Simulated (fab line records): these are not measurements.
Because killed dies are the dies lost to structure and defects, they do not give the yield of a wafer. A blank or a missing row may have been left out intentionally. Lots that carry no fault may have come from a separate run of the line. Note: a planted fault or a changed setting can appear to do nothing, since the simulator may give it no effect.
Which tool did it? | flow sky130 | 11 lots, 33 wafers sampled, at 4 steps of a route of 708

== WHAT THE GAUGES SHOWED, per wafer ==
SKY_SONOS_TUNNEL_OVL_MEAS_08. Usual: SONOS_TUNNEL_OVL typically reads -1.3 nm, with standard deviation 1.6.
lot  | measured     | on         | SONOS_TUNNEL_OVL (nm) | flag
L961 | day 11 11:38 | overlay-02 | -1.1 -2.4 -1.8        | 
L962 | day 11 17:08 | overlay-02 | -1.5 -0.5 -3.4        | 
L963 | day 11 23:11 | overlay-01 | 1.1 1.6 1.8           | 
L964 | day 12 09:32 | overlay-02 | 1.4 1.8 1.8           | 
L969 | day 13 21:31 | overlay-01 | 0.9 1.5 0.5           | 
L972 | day 14 22:29 | overlay-01 | -0.8 -1.4 -1.3        | 
L973 | day 15 04:32 | overlay-01 | -0.1 0.0 0.5          | 
L974 | day 15 10:04 | overlay-02 | -2.8 -3.6 -3.0        | 
L982 | day 18 11:05 | overlay-01 | -3.8 -6.5 -3.4        | 
L983 | day 18 16:10 | overlay-02 | -0.1 -0.9 -1.8        | 
L984 | day 18 20:56 | overlay-02 | 0.7 0.5 0.0           | 

SKY_LDD_HVN_TW_MEAS_10. Usual: LDD_HVN_TW typically reads 1428, with standard deviation 8.3.
lot  | measured     | on           | LDD_HVN_TW     | flag
L961 | day 20 11:40 | filmMetro-04 | 1419 1423 1424 | 
L962 | day 20 17:56 | filmMetro-04 | 1428 1419 1424 | 
L963 | day 21 03:24 | filmMetro-01 | 1419 1428 1420 | 
L964 | day 21 11:59 | filmMetro-02 | 1440 1428 1439 | 
L969 | day 23 12:48 | filmMetro-01 | 1420 1418 1426 | 
L972 | day 24 15:14 | filmMetro-01 | 1420 1427 1435 | 
L973 | day 24 17:16 | filmMetro-02 | 1432 1443 1442 | 
L974 | day 24 23:16 | filmMetro-02 | 1438 1433 1437 | 
L982 | day 27 21:16 | filmMetro-01 | 1421 1426 1434 | 
L983 | day 28 02:55 | filmMetro-01 | 1426 1425 1426 | 
L984 | day 28 07:52 | filmMetro-04 | 1412 1418 1414 | 

SKY_SPACER_THK_MEAS_01. Usual: SPACER_CVD_00_THK typically reads 42.9 nm, with standard deviation 0.43.
lot  | measured     | on           | SPACER_CVD_00_THK (nm) | flag
L961 | day 23 04:13 | filmMetro-02 | 42.6 42.2 42.1         | 
L962 | day 23 09:32 | filmMetro-03 | 42.5 42.2 42.4         | 
L963 | day 23 17:40 | filmMetro-01 | 42.5 42.8 42.6         | 
L964 | day 24 02:35 | filmMetro-02 | 42.7 42.2 42.5         | 
L969 | day 26 02:31 | filmMetro-03 | 42.9 43.1 43.1         | 
L972 | day 27 04:52 | filmMetro-02 | 39.6 40.0 39.7         | OFF
L973 | day 27 06:31 | filmMetro-03 | 39.4 39.4 39.3         | OFF
L974 | day 27 11:44 | filmMetro-02 | 39.9 39.7 39.9         | OFF
L982 | day 30 06:42 | filmMetro-02 | 43.3 43.1 42.9         | 
L983 | day 30 12:41 | filmMetro-02 | 43.4 43.5 43.5         | 
L984 | day 30 17:13 | filmMetro-03 | 43.0 43.2 43.3         | 

== TOOL THAT RAN EACH LOT (tool first, then ch and the chambers of the sampled wafers, then the start) ==
lot  | SKY_SPACER_CVD_00
L961 | lpcvd-02 ch 1, day 23 03:01
L962 | lpcvd-02 ch 0, day 23 08:19
L963 | lpcvd-02 ch 1, day 23 16:28
L964 | lpcvd-02 ch 0, day 24 01:23
L969 | lpcvd-02 ch 1, day 26 01:19
L972 | lpcvd-02 ch 1, day 27 03:40
L973 | lpcvd-02 ch 1, day 27 05:18
L974 | lpcvd-02 ch 1, day 27 10:32
L982 | lpcvd-02 ch 1, day 30 05:29
L983 | lpcvd-02 ch 1, day 30 11:28
L984 | lpcvd-02 ch 0, day 30 15:59
- SKY_SPACER_CVD_00: deposits Si3N4 from DCS/NH3, target thk 43.1 nm, time 740 s.

== AS READ BY THE TOOLS THEMSELVES (means over the sampled wafers that have a number; for cases with no such wafer, the mark the record gives instead) ==
SKY_SPACER_CVD_00. Usual: spikeTcLowerC 771.1 C, standard deviation 1.1; spikeTcTopC 785 C, standard deviation 3.8; spikeTcUpperC 769.6 C, standard deviation 1.1; susceptorTempC 770.0 C, standard deviation 0.34.
lot  | tool     | spikeTcLowerC (C) | spikeTcTopC (C) | spikeTcUpperC (C) | susceptorTempC (C) | flag
L961 | lpcvd-02 | 770.6             | 781             | 769.0             | 770.3              | 
L962 | lpcvd-02 | 769.6             | 789             | 770.2             | 770.4              | 
L963 | lpcvd-02 | 771.9             | 782             | 769.1             | 770.0              | 
L964 | lpcvd-02 | 771.5             | 789             | 770.2             | 770.1              | 
L969 | lpcvd-02 | 771.9             | 782             | 769.7             | 769.9              | 
L972 | lpcvd-02 | 767.3             | 778             | 764.5             | 765.9              | OFF
L973 | lpcvd-02 | 766.9             | 778             | 765.4             | 765.6              | OFF
L974 | lpcvd-02 | 766.9             | 777             | 765.3             | 765.6              | OFF
L982 | lpcvd-02 | 772.3             | 782             | 768.8             | 769.9              | 
L983 | lpcvd-02 | 771.5             | 783             | 768.4             | 769.6              | 
L984 | lpcvd-02 | 770.8             | 790             | 770.4             | 770.3              | 

== THE ANSWER, worked out from the rows above alone ==
Rule: lot off if the mean of its wafers having a number is beyond 3 standard deviations from the usual mean. Also off: a lot with no number at a reading for which 4 or more lots have one. Where the step has rows for the other lots, those lots are counted as sound. The gauges are gone through in route order, then the tools' own readings, and for those a lot's mean is taken as printed above. The first step at which some lot is off is used, and at that step the reading that is off furthest; a lot without a number counts as furthest.
Off: L972, L973, L974, at SKY_SPACER_THK_MEAS_01 (SPACER_CVD_00_THK).
If a tool, at a process step before that reading, ran all the lots that are off and no sound lot after the first of them, it fits. The gauges at SKY_SPACER_THK_MEAS_01 aren't tried: what is off there is off at SKY_SPACER_CVD_00 too, on other tools, and a gauge's error can't cause that. None of those tried fits.

== WHAT THE SIMULATOR HAD INSERTED ==
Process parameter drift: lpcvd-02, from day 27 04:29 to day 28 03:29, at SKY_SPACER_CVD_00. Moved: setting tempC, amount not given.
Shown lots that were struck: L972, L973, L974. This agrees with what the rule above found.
